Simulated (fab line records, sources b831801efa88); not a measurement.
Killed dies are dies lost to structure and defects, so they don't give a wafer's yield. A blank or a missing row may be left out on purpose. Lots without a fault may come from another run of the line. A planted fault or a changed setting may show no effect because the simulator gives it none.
A struck lot beside a sound one | flow sky130 | 25 steps out of a route of 708
Sound: wafers L887.2, L887.3, L887.4. Struck: wafers L881.1, L881.3, L881.6. The cause comes at the end.
At each step with rows: each side's tool, then ch and its chambers, then its first start. Under that, the readings that differ: sound wafers | struck wafers | difference of the means | sigmas: that difference in standard deviations of wafers without a fault.
alike: readings whose means differ by less than 2 such deviations, and words and numbers that are the same on both sides. not compared: withheld readings, readings that some wafer has no value for, bounds like >300 that may hide the same value, and numbers for which the record gives no deviation and whose values overlap.
The two part at a step that has a row with sigmas, a row that says differs or no value, or rows on one side only. Numbers that don't overlap but have no deviation are shown without sigmas and don't part them. A reading that every wafer of one side lacks parts them only if that side has two wafers or more.

first, 6 steps without rows for these wafers: SKY_SD_N_IMPLANT_10; SKY_SD_N_STRIP_11 (strips in O2/N2); SKY_SD_N_CLEAN_13 (cleans in SC1/SC2, time 150 s); SKY_SD_N_RTA_14 (time 2 s); SKY_SALICIDE_CLEAN_00 (cleans in HF-last, time 30 s); SKY_LI_CONTACT_HDPCVD_00 (deposits PSG, target thk 930 nm, time 155 s).
SKY_LI_CONTACT_CMP_02: polishes PSG.
  sound on cmp-01 ch 1,2,3, day 35 09:20; struck on cmp-02 ch 0,2,3, day 33 19:37
  no value came back on the struck wafers for edge_zone_pressure_frac, head_pressure_psi (psi), motor_current_A (A), time_to_endpoint_s (s); on the sound wafers edge_zone_pressure_frac reads 1.003 1.008 0.994
  reading                                       | sound         | struck            | difference | sigmas
  model.PSG_of_LI_CONTACT_HDPCVD_00.thk_nm (nm) | 597.4 598 597 | 923.9 917.4 940.7 | +329.9     |
then, 9 steps without rows for these wafers: SKY_LI_CONTACT_DEHYDRATE_04 (time 60 s); SKY_LI_CONTACT_HMDS_05 (prime time 60 s); SKY_LI_CONTACT_COAT_06 (resist thk 60 nm); SKY_LI_CONTACT_COAT_07 (resist thk 458.3 nm); SKY_LI_CONTACT_SOFTBAKE_08 (time 90 s); SKY_LI_CONTACT_EXPOSE_09 (exposes mask LICM1, target cd 170 nm); SKY_LI_CONTACT_PEB_10; SKY_LI_CONTACT_DEVELOP_11 (develop time 60 s); SKY_LI_CONTACT_ETCH_14 (etches BARC in N2/H2, stops on SiO2, time 45.9 s, target depth 60 nm).
SKY_LI_CONTACT_ETCH_15: etches PSG in C4F8/O2/Ar, stops on Si, target depth 600 nm.
  sound on rie_diel-04 ch 0,1,2, day 36 12:07; struck on rie_diel-02 ch 0,2,3, day 34 22:20
  reading                                | sound             | struck            | difference | sigmas
  oes_product_au (a.u.)                  | 0.837 0.842 0.832 | 1.652 1.604 1.613 | +0.786     | +99 or more
  model.etch.depth_nm (nm)               | 597.4 598 597     | 824.2 797.3 798.2 | +209.1     |
  model.LI_CONTACT.feature_depth_nm (nm) | 597.4 598 597     | 824.2 797.3 798.2 | +209.1     |
  alike: chamber_pressure_mTorr
then, 6 steps without rows for these wafers: SKY_LI_CONTACT_STRIP_16 (strips in O2/N2); SKY_LI_CONTACT_CLEAN_17 (cleans in NMP, time 600 s); SKY_LI_CONTACT_PRE_CLEAN_18 (time 5.6 s); SKY_LI_CONTACT_SPUTTER_19 (material Ti, target thk 20 nm, time 106.37 s); SKY_LI_CONTACT_SPUTTER_20 (material TiN, target thk 20 nm, time 80 s); SKY_LI_CONTACT_CVD_21 (deposits W, target thk 400 nm, time 120.56 s).
SKY_LI_CONTACT_CMP_24: polishes, stops on PSG, t overpolish 20 s, target thk 0 nm.
  sound on cmp-02 ch 0,2,3, day 36 13:06; struck on cmp-02 ch 0,2, day 34 23:10
  reading                                       | sound             | struck          | difference | sigmas
  model.PSG_of_LI_CONTACT_HDPCVD_00.thk_nm (nm) | 587.9 588.6 587.5 | 914.5 908 931.2 | +329.9     |
  alike: edge_zone_pressure_frac, head_pressure_psi, motor_current_A
-- the record jumps here: 15 days lie between the struck wafers' starts before and after (it left off in module LI_CONTACT and takes up again in module PAD_OPEN, whose first step shown is number 708 of the route) --
SKY_PAD_OPEN_PROBE_99:
  the record has rows for the struck wafers here (prober-01, day 49 22:28) and none for the sound ones

WHERE THEY PART
First at SKY_LI_CONTACT_CMP_02; last, within this record, at SKY_PAD_OPEN_PROBE_99.

WHY: what the simulator had put in
Skipped step whole: cmp-02, from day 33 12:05 on, at SKY_LI_CONTACT_CMP_02. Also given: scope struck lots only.
